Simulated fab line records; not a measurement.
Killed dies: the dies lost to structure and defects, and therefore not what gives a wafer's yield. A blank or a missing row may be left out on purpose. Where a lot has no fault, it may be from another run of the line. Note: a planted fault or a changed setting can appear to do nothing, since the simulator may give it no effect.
Which of the tools did it? + flow gf180mcu + at 1 step of a route of 602, 12 lots with 36 wafers sampled

WHAT THE GAUGES READ, wafer by wafer
GF_CONTACT_OVL_MEAS_15.
| lot  | measured     | on         | CONTACT_OVL (nm) |
|------|--------------|------------|------------------|
| L075 | day 16 13:00 | overlay-02 | 0 2 -2           |
| L077 | day 17 00:56 | overlay-02 | 1 -6 2           |
| L079 | day 17 22:59 | overlay-02 | 0 -2 -3          |
| L080 | day 18 23:15 | overlay-02 | 0 3 1            |
| L083 | day 19 04:40 | overlay-02 | 1 9 6            |
| L085 | day 20 05:00 | overlay-01 | 12 7 1           |
| L087 | day 21 00:33 | overlay-01 | -5 -5 -7         |
| L089 | day 21 15:26 | overlay-02 | -1 -3 -4         |
| L091 | day 22 06:56 | overlay-01 | 8 5 3            |
| L093 | day 23 01:05 | overlay-02 | 3 1 -1           |
| L095 | day 23 17:47 | overlay-02 | -2 -5 -2         |
| L097 | day 24 05:41 | overlay-01 | 5 2 7            |

WHAT TOOL EACH LOT RAN ON (gives the tool, then ch and the chambers of the sampled wafers, and finally the start)
The record shows no process step preceding these readings.

THE ANSWER, worked out from the rows above alone
Rule: what is usual is taken from the lots themselves. Put in order of their means at a reading, lots are off if they are a third of the lots or fewer, leave a main group of 4 or more, and stand apart from it by a gap of 3 or more times the standard deviation of the main group's means; of several such gaps the widest counts. If all means in a main group match to the digits the tables above print for the reading, that group is not used. Also off: a lot with no number at a reading for which 4 or more lots have one. The other lots that the step has rows for count as sound.
Nothing can be told from this: no lot is off at any reading shown.

WHAT HAD BEEN PUT IN BY THE SIMULATOR
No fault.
